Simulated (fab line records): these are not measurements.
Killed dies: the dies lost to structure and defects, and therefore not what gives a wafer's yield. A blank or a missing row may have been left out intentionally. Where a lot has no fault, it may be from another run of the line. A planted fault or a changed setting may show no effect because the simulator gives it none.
Which tool did it? | flow gf180mcu | Sampling: 14 lots, 42 wafers, 4 of 602 route steps

WHAT THE GAUGES READ, wafer by wafer
GF_V4_THK_MEAS_01. Usual: V4_CVD_00_THK 594 nm, standard deviation 8.1.
lot  | measured     | on            | V4_CVD_00_THK (nm) | flag
L138 | day 23 01:19 | film_metro-01 | 593 593 594        |
L140 | day 24 03:28 | film_metro-02 | 591 575 578        |
L141 | day 24 06:41 | film_metro-01 | 598 606 579        |
L142 | day 24 19:32 | film_metro-02 | 585 593 581        |
L143 | day 25 12:06 | film_metro-03 | 598 601 603        |
L147 | day 27 03:55 | film_metro-03 | 597 596 591        |
L148 | day 27 12:07 | film_metro-01 | 591 589 595        |
L150 | day 28 00:13 | film_metro-01 | 609 578 595        |
L152 | day 28 09:07 | film_metro-02 | 579 583 593        |
L153 | day 28 11:44 | film_metro-02 | 598 605 593        |
L154 | day 28 22:06 | film_metro-02 | 606 602 600        |
L156 | day 29 03:11 | film_metro-02 | 602 605 603        |

TOOL THAT RAN EACH LOT (tool first, then ch and the chambers of the sampled wafers, then the start)
lot  | GF_V3_CVD_23                  | GF_M4_SPUTTER_01             | GF_M4_EXPOSE_11
L138 | cvd_w-01 ch 0,1, day 22 00:25 | pvd_sputter-04, day 22 01:07 | krf_scanner-02 ch 0, day 22 12:59
L140 | cvd_w-02 ch 0,1, day 23 02:46 | pvd_sputter-03, day 23 03:27 | krf_scanner-01 ch 0, day 23 15:06
L141 | cvd_w-01 ch 0,1, day 23 06:35 | pvd_sputter-04, day 23 07:15 | krf_scanner-01 ch 0, day 23 18:29
L142 | cvd_w-01 ch 0,1, day 23 19:44 | pvd_sputter-01, day 23 20:24 | krf_scanner-02 ch 0, day 24 08:18
L143 | cvd_w-02 ch 0,1, day 24 12:32 | pvd_sputter-04, day 24 13:13 | krf_scanner-02 ch 0, day 25 00:45
L147 | cvd_w-02 ch 0,1, day 26 06:19 | pvd_sputter-03, day 26 07:00 | krf_scanner-01 ch 0, day 26 17:23
L148 | cvd_w-01 ch 0,1, day 26 15:09 | pvd_sputter-03, day 26 15:50 | krf_scanner-01 ch 0, day 27 01:47
L150 | cvd_w-01 ch 0,1, day 27 02:34 | pvd_sputter-03, day 27 03:15 | krf_scanner-02 ch 0, day 27 13:31
L152 | cvd_w-01 ch 0,1, day 27 11:44 | pvd_sputter-04, day 27 12:26 | krf_scanner-01 ch 0, day 27 22:40
L153 | cvd_w-01 ch 0,1, day 27 15:03 | pvd_sputter-03, day 27 15:43 | krf_scanner-02 ch 0, day 28 01:35
L154 | cvd_w-01 ch 0, day 28 01:23   | pvd_sputter-01, day 28 02:09 | krf_scanner-02 ch 0, day 28 11:59
L156 | cvd_w-01 ch 0, day 28 06:08   | pvd_sputter-04, day 28 06:56 | krf_scanner-01 ch 0, day 28 17:07
L155 | cvd_w-02 ch 0,1, day 28 07:23 | pvd_sputter-04, day 28 08:05 | krf_scanner-02, day 28 18:19
L157 | cvd_w-01 ch 0,1, day 28 16:03 | pvd_sputter-01, day 28 16:43 | krf_scanner-02, day 29 02:33
- GF_V3_CVD_23: deposits W, target thk 350 nm, time 104.9 s.
- GF_M4_SPUTTER_01: material TiN, target thk 30 nm, time 25 s.
- GF_M4_EXPOSE_11: exposes mask Metal4, target cd 280 nm.

WHAT THE TOOLS THEMSELVES READ (means of the sampled wafers that have a number; where no wafer has one, the mark that the record gives instead)
GF_V3_CVD_23. Usual: 894 W for heater_power_w, sd 87.
lot  | tool     | heater_power_w (W) | flag
L138 | cvd_w-01 | 806                |
L140 | cvd_w-02 | 947                |
L141 | cvd_w-01 | 830                |
L142 | cvd_w-01 | 841                |
L143 | cvd_w-02 | 993                |
L147 | cvd_w-02 | 979                |
L148 | cvd_w-01 | 843                |
L150 | cvd_w-01 | 816                |
L152 | cvd_w-01 | 838                |
L153 | cvd_w-01 | 825                |
L154 | cvd_w-01 | 819                |
L156 | cvd_w-01 | 819                |
L155 | cvd_w-02 | 1008               |
L157 | cvd_w-01 | 839                |

GF_M4_SPUTTER_01. Usual: 30.6 % for throttle_valve_pct, sd 0.79.
lot  | tool           | throttle_valve_pct (%) | flag
L138 | pvd_sputter-04 | 30.5                   |
L140 | pvd_sputter-03 | 30.2                   |
L141 | pvd_sputter-04 | 30.6                   |
L142 | pvd_sputter-01 | 31.4                   |
L143 | pvd_sputter-04 | 31.3                   |
L147 | pvd_sputter-03 | 30.5                   |
L148 | pvd_sputter-03 | 30.1                   |
L150 | pvd_sputter-03 | 30.2                   |
L152 | pvd_sputter-04 | 30.5                   |
L153 | pvd_sputter-03 | 29.7                   |
L154 | pvd_sputter-01 | 31.4                   |
L156 | pvd_sputter-04 | 30.9                   |
L155 | pvd_sputter-04 | 30.8                   |
L157 | pvd_sputter-01 | 31.1                   |

GF_M4_EXPOSE_11. Usual: exposure_dose_mJ_cm2 27.96, standard deviation 0.033; focus_offset_nm 0.0 nm, standard deviation 0.46.
lot  | tool           | exposure_dose_mJ_cm2 | focus_offset_nm (nm) | flag
L138 | krf_scanner-02 | 27.98                | 0.1                  |
L140 | krf_scanner-01 | 27.95                | -0.5                 |
L141 | krf_scanner-01 | 27.94                | 0.0                  |
L142 | krf_scanner-02 | 27.95                | -0.1                 |
L143 | krf_scanner-02 | 27.96                | 0.1                  |
L147 | krf_scanner-01 | 27.95                | -0.5                 |
L148 | krf_scanner-01 | 27.96                | 0.2                  |
L150 | krf_scanner-02 | 27.96                | 0.1                  |
L152 | krf_scanner-01 | 27.97                | -0.6                 |
L153 | krf_scanner-02 | 27.95                | 0.2                  |
L154 | krf_scanner-02 | 27.99                | 0.0                  |
L156 | krf_scanner-01 | 27.93                | 0.5                  |
L155 | krf_scanner-02 | -                    | -                    | OFF
L157 | krf_scanner-02 | -                    | -                    | OFF

THE ANSWER, worked out from the rows above alone
Rule: a lot counts as off when the mean over its wafers that have a number is more than 3 standard deviations away from the usual mean. Also off: a lot with no number at a reading for which 4 or more lots have one. Where the step has rows for the other lots, those lots are counted as sound. First the gauges in route order, then the tools' own readings, where a lot's mean is used as printed above. At the first step where some lot is off, the reading lying furthest off is the one used; lots without a number count as furthest.
Off: L155, L157 (GF_M4_EXPOSE_11, exposure_dose_mJ_cm2). Without a number there: L155, L157.
A tool fits if, at that step or a process step before it, it ran every lot that is off, and no sound lot after the first of them. One candidate fits, namely krf_scanner-02 at GF_M4_EXPOSE_11. Its last sound lot is L154 (day 28 11:59), its first lot that is off L155 (day 28 18:19): a fault that began between those two fits.
Blank at GF_M4_EXPOSE_11 on the lots that are off, where sound lots have numbers: exposure_dose_mJ_cm2, focus_offset_nm.

WHAT THE SIMULATOR HAD INSERTED
Entire step skipped (krf_scanner-02, GF_M4_EXPOSE_11), from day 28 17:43 onward. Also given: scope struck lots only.
Lots struck among those shown: L155, L157. The rule above found the same.
